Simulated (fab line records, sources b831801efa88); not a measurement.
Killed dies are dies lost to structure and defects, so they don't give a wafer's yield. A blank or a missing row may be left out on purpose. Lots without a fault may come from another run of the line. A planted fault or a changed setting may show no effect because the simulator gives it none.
Chamber matching | flow gf180mcu | GF_STI_ETCH_13 on rie_diel-03: 4 sister chambers
The step etches the open film in CHF3/O2, stops on Si, target depth 282.31 nm, time 112.9 s. 7 wafers are shown with their chamber, then 7 later ones without.

WAFERS WITH THEIR CHAMBER
wafer  | chamber | drypump_motor_current_A (A) | throttle_valve_pct (%)
L078.5 | 0       | 6.6                         | 8.823
L081.2 | 1       | 5.6                         | 8.805
L083.1 | 2       | 6.5                         | 8.803
L083.4 | 3       | 6.6                         | 8.792
L083.6 | 1       | 5.7                         | 8.807
L086.2 | 2       | 6.5                         | 8.805
L086.4 | 3       | 6.6                         | 8.815

WAFERS WITHOUT THEIR CHAMBER
wafer  | drypump_motor_current_A (A) | throttle_valve_pct (%)
L086.5 | 6.6                         | 8.821
L088.2 | 6.5                         | 8.824
L088.4 | 6.6                         | 8.802
L088.6 | 6.6                         | 8.828
L093.2 | 5.7                         | 8.810
L093.4 | 6.5                         | 8.827
L093.5 | 5.7                         | 8.807

WHICH CHAMBER EACH WENT THROUGH
wafer  | from the rows above          | in truth
L086.5 | can't be placed: 0 or 3      | 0
L088.2 | can't be placed: 2 or 0 or 3 | 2
L088.4 | 3                            | 3
L088.6 | 0                            | 0
L093.2 | 1                            | 1
L093.4 | can't be placed: 2 or 0 or 3 | 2
L093.5 | 1                            | 1
Placed correctly: 4 of 7. Can't be placed from these rows: 3 (the true chamber is among the candidates in 3). Placed wrongly: 0.
How it was worked out, from the rows above alone: a wafer's distance from a chamber is the root of the sum, over the readings, of the square of ((its reading less the chamber's mean) divided by the reading's scatter). The wafer belongs to the nearest chamber; if the next one is less than 2 further off, it can't be placed. A chamber's mean is the mean of its shown wafers. The scatter: the root of (the sum of the squares of (reading less its chamber's mean) over the shown wafers, divided by (wafers less chambers)).
